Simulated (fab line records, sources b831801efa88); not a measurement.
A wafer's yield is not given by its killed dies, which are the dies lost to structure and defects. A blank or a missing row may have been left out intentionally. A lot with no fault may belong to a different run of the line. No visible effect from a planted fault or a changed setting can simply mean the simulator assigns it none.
Which tool did it? | flow sky130 | 10 lots, 30 wafers sampled, at 6 steps of a route of 708

## WHAT THE GAUGES SHOWED, per wafer
SKY_LI_CONTACT_THK_MEAS_23: measures by xrf. Usual: LI_CONTACT_W_THK 394 nm, standard deviation 6.1.
lot  | measured     | on            | LI_CONTACT_W_THK (nm) | flag
L987 | day 29 05:07 | film_metro-01 | 389 395 388           |
L989 | day 29 18:29 | film_metro-02 | 399 390 399           |
L988 | day 29 18:39 | film_metro-03 | 395 394 405           |
L990 | day 30 04:19 | film_metro-02 | 397 396 400           |
L991 | day 30 16:32 | film_metro-02 | 395 392 395           |
L992 | day 30 20:32 | film_metro-01 | 382 390 387           |
L100 | day 33 12:29 | film_metro-02 | 391 394 389           |
L104 | day 35 22:54 | film_metro-03 | 396 393 397           |
L106 | day 36 00:03 | film_metro-03 | 398 400 394           |
L108 | day 36 07:09 | film_metro-03 | 395 393 399           |

SKY_LOCAL_INTERCONNECT_RS_MEAS_01: measurement is done with a four-point probe. Usual: LOCAL_INTERCONNECT_TIN_RS 14.13 ohm/sq, standard deviation 0.16.
lot  | measured     | on            | LOCAL_INTERCONNECT_TIN_RS (ohm/sq) | flag
L987 | day 29 05:32 | film_metro-04 | 14.12 14.14 14.30                  |
L989 | day 29 18:55 | film_metro-03 | 14.31 14.40 14.44                  |
L988 | day 29 19:10 | film_metro-04 | 14.34 14.36 14.40                  |
L990 | day 30 04:46 | film_metro-02 | 14.40 14.26 14.42                  |
L991 | day 30 20:09 | film_metro-02 | 13.96 13.65 13.95                  |
L992 | day 30 20:59 | film_metro-02 | 13.93 14.07 13.97                  |
L100 | day 33 12:54 | film_metro-03 | 22.89 14.04 14.09                  | OFF
L104 | day 35 23:22 | film_metro-04 | 14.04 14.18 14.11                  |
L106 | day 36 00:28 | film_metro-02 | 14.28 14.12 14.26                  |
L108 | day 36 07:35 | film_metro-03 | 14.36 14.18 14.35                  |

SKY_LOCAL_INTERCONNECT_THK_MEAS_02: measures by xrf. Usual: LOCAL_INTERCONNECT_TIN_THK 100.2 nm, standard deviation 1.2.
lot  | measured     | on            | LOCAL_INTERCONNECT_TIN_THK (nm) | flag
L987 | day 29 05:40 | film_metro-04 | 100.5 99.7 99.3                 |
L989 | day 29 19:01 | film_metro-03 | 99.7 99.3 98.9                  |
L988 | day 29 19:16 | film_metro-04 | 98.7 99.4 98.3                  |
L990 | day 30 04:52 | film_metro-02 | 97.7 98.9 97.8                  |
L991 | day 30 20:15 | film_metro-02 | 101.2 103.0 100.6               |
L992 | day 30 21:05 | film_metro-02 | 101.2 99.9 100.5                |
L100 | day 33 13:01 | film_metro-03 | 63.8 101.0 100.9                | OFF
L104 | day 35 23:29 | film_metro-04 | 100.4 99.9 100.2                |
L106 | day 36 00:35 | film_metro-02 | 98.9 99.2 98.5                  |
L108 | day 36 07:41 | film_metro-03 | 99.0 100.1 98.7                 |

## WHICH TOOL RAN EACH LOT (tool, then ch and the chambers of the sampled wafers, then the start)
lot  | SKY_LI_CONTACT_ETCH_14             | SKY_LI_CONTACT_SPUTTER_19    | SKY_LOCAL_INTERCONNECT_SPUTTER_00
L987 | rie_diel-01 ch 0,1,3, day 29 04:17 | pvd_sputter-02, day 29 04:44 | pvd_sputter-03, day 29 05:28
L989 | rie_diel-01 ch 0,1,3, day 29 17:40 | pvd_sputter-04, day 29 18:05 | pvd_sputter-01, day 29 18:50
L988 | rie_diel-02 ch 1,2, day 29 17:47   | pvd_sputter-02, day 29 18:13 | pvd_sputter-04, day 29 18:59
L990 | rie_diel-01 ch 0,1,2, day 30 03:29 | pvd_sputter-04, day 30 03:55 | pvd_sputter-01, day 30 04:40
L991 | rie_diel-01 ch 0,2,3, day 30 15:43 | pvd_sputter-01, day 30 16:08 | pvd_sputter-03, day 30 20:02
L992 | rie_diel-02 ch 0,2,3, day 30 19:41 | pvd_sputter-04, day 30 20:08 | pvd_sputter-03, day 30 20:52
L100 | rie_diel-02 ch 0,1,2, day 33 11:41 | pvd_sputter-02, day 33 12:06 | pvd_sputter-03, day 33 12:50
L104 | rie_diel-03 ch 0,1,3, day 35 22:05 | pvd_sputter-02, day 35 22:31 | pvd_sputter-01, day 35 23:19
L106 | rie_diel-01 ch 0,3, day 35 23:14   | pvd_sputter-01, day 35 23:40 | pvd_sputter-01, day 36 00:25
L108 | rie_diel-03 ch 0,1,2, day 36 06:19 | pvd_sputter-04, day 36 06:45 | pvd_sputter-01, day 36 07:30
- SKY_LI_CONTACT_ETCH_14: etches BARC in N2/H2, stops on SiO2, time 45.9 s, target depth 60 nm.
- SKY_LI_CONTACT_SPUTTER_19: material Ti, target thk 20 nm, time 106.37 s.
- SKY_LOCAL_INTERCONNECT_SPUTTER_00: material TiN, target thk 100 nm, time 83.3 s.

## WHAT THE TOOLS THEMSELVES READ (means of the sampled wafers that have a number; where no wafer has one, the mark that the record gives instead)
SKY_LI_CONTACT_ETCH_14. Usual: drypump_motor_current_A 5.9 A, standard deviation 0.3; oes_product_au 0.855 a.u., standard deviation 0.0053; throttle_valve_pct 13.224 %, standard deviation 0.0093.
lot  | tool        | drypump_motor_current_A (A) | oes_product_au (a.u.) | throttle_valve_pct (%) | flag
L987 | rie_diel-01 | 5.8                         | 0.855                 | 13.227                 |
L989 | rie_diel-01 | 5.8                         | 0.854                 | 13.231                 |
L988 | rie_diel-02 | 6.0                         | 0.856                 | 13.226                 |
L990 | rie_diel-01 | 5.7                         | 0.853                 | 13.229                 |
L991 | rie_diel-01 | 5.9                         | 0.856                 | 13.221                 |
L992 | rie_diel-02 | 5.9                         | 0.853                 | 13.227                 |
L100 | rie_diel-02 | 5.9                         | 0.853                 | 13.224                 |
L104 | rie_diel-03 | 5.8                         | 0.855                 | 13.217                 |
L106 | rie_diel-01 | 6.0                         | 0.856                 | 13.224                 |
L108 | rie_diel-03 | 5.7                         | 0.846                 | 13.220                 |

SKY_LI_CONTACT_SPUTTER_19. Usual: chamber_pressure_pa 4.998 Pa, standard deviation 0.011; throttle_valve_pct 30.3 %, standard deviation 1.1.
lot  | tool           | chamber_pressure_pa (Pa) | throttle_valve_pct (%) | flag
L987 | pvd_sputter-02 | 5.005                    | 30.3                   |
L989 | pvd_sputter-04 | 4.994                    | 30.0                   |
L988 | pvd_sputter-02 | 4.998                    | 30.3                   |
L990 | pvd_sputter-04 | 4.996                    | 31.3                   |
L991 | pvd_sputter-01 | 5.002                    | 28.6                   |
L992 | pvd_sputter-04 | 5.003                    | 30.9                   |
L100 | pvd_sputter-02 | 5.010                    | 29.9                   |
L104 | pvd_sputter-02 | 4.993                    | 29.7                   |
L106 | pvd_sputter-01 | 5.002                    | 29.7                   |
L108 | pvd_sputter-04 | 5.003                    | 30.8                   |

SKY_LOCAL_INTERCONNECT_SPUTTER_00. Usual: chamber_pressure_pa 0.4001 Pa, standard deviation 0.00079; throttle_valve_pct 30.1 %, standard deviation 1.6.
lot  | tool           | chamber_pressure_pa (Pa) | throttle_valve_pct (%) | flag
L987 | pvd_sputter-03 | 0.4011                   | 30.6                   |
L989 | pvd_sputter-01 | 0.3999                   | 29.6                   |
L988 | pvd_sputter-04 | 0.4010                   | 31.5                   |
L990 | pvd_sputter-01 | 0.4006                   | 30.5                   |
L991 | pvd_sputter-03 | 0.4004                   | 29.7                   |
L992 | pvd_sputter-03 | 0.3993                   | 31.8                   |
L100 | pvd_sputter-03 | 0.3999                   | 31.3                   |
L104 | pvd_sputter-01 | 0.4000                   | 28.9                   |
L106 | pvd_sputter-01 | 0.3999                   | 28.4                   |
L108 | pvd_sputter-01 | 0.4004                   | 30.2                   |

## THE ANSWER, worked out from the rows above alone
Rule: a lot is off if the mean of its wafers that have a number lies more than 3 standard deviations from the usual mean. A lot without any number at a reading at which 4 lots or more have one is off too. All remaining lots with rows at the step are treated as sound. Order of review: gauges by route order, followed by the tools' own readings, for which a lot's mean as printed above is used. The first step at which some lot is off is used, and at that step the reading that is off furthest; a lot without a number counts as furthest.
Off: L100, seen at SKY_LOCAL_INTERCONNECT_RS_MEAS_01 (LOCAL_INTERCONNECT_TIN_RS).
A tool fits if, at a process step before that reading, it ran every lot that is off, and no sound lot after the first of them. Gauges at SKY_LOCAL_INTERCONNECT_RS_MEAS_01: tried the same way as those tools. Undecided on this evidence; 2 tools fit (rie_diel-02 at SKY_LI_CONTACT_ETCH_14, pvd_sputter-03 at SKY_LOCAL_INTERCONNECT_SPUTTER_00).

## WHAT WAS PUT IN BY THE SIMULATOR
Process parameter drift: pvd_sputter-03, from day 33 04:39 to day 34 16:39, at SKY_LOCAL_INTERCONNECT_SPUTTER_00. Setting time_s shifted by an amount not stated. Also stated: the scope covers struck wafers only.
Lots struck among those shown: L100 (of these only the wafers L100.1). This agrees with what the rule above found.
